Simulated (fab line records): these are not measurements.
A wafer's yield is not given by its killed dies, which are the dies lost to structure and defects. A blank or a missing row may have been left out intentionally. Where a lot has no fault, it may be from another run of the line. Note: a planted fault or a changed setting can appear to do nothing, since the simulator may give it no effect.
A single fault, viewed from 2 desks | flow sky130 | each desk holds nothing but its own numbers, with what lay behind them at the end

== THE METROLOGY DESK ==
Means of the sampled wafers that have a number, per lot and without regard to the tool the lot ran on: this is what the gauges read. Marked OUT: a lot whose mean sits more than 4 standard deviations from the usual mean, which makes it out of limits; the brackets give that distance.
Columns: A = INCOMING_BOW at SKY_FIELD_ISO_BOW_MEAS_00, usual -1 um
lot  | first seen here | A
L837 | day 1 10:01     | -0
L838 | day 1 15:01     | 6
L839 | day 1 20:02     | -5
L841 | day 2 06:00     | -1
L844 | day 2 21:02     | 1
L847 | day 3 12:04     | 0
L849 | day 3 22:00     | -3
L854 | day 4 23:00     | 6
L855 | day 5 04:01     | 3
L857 | day 5 14:00     | 6
L858 | day 5 19:00     | 4
L859 | day 6 00:02     | -7
L860 | day 6 05:00     | -5
Result from this desk: across the 13 lots, nothing is out of limits.

== DESK OF THE TOOL OWNER: litho_track-02 ==
The tool's own readings at SKY_VT_ADJUST_NCORE_COAT_02 (resist thk 1140 nm): means of the sampled wafers that have a number, for each lot that ran on this tool. Marked OUT: a lot whose mean sits more than 4 standard deviations from the usual mean, which makes it out of limits; the brackets give that distance.
Columns: A = exhaust_pa at SKY_VT_ADJUST_NCORE_COAT_02, usual 44.9 Pa
lot  | first seen here | A
L841 | day 9 01:22     | 45.3
L844 | day 9 23:16     | 45.3
L847 | day 10 18:51    | 45.1
L849 | day 11 06:10    | 45.3
L854 | day 13 19:25    | 44.8
L860 | day 15 14:25    | 44.7
Result from this desk: across the 6 lots, nothing is out of limits.

== PUT TOGETHER ==
The metrology desk saw nothing out of limits.
Nothing out of limits was seen by the tool owner's desk.

== WHAT HAD BEEN PUT IN BY THE SIMULATOR ==
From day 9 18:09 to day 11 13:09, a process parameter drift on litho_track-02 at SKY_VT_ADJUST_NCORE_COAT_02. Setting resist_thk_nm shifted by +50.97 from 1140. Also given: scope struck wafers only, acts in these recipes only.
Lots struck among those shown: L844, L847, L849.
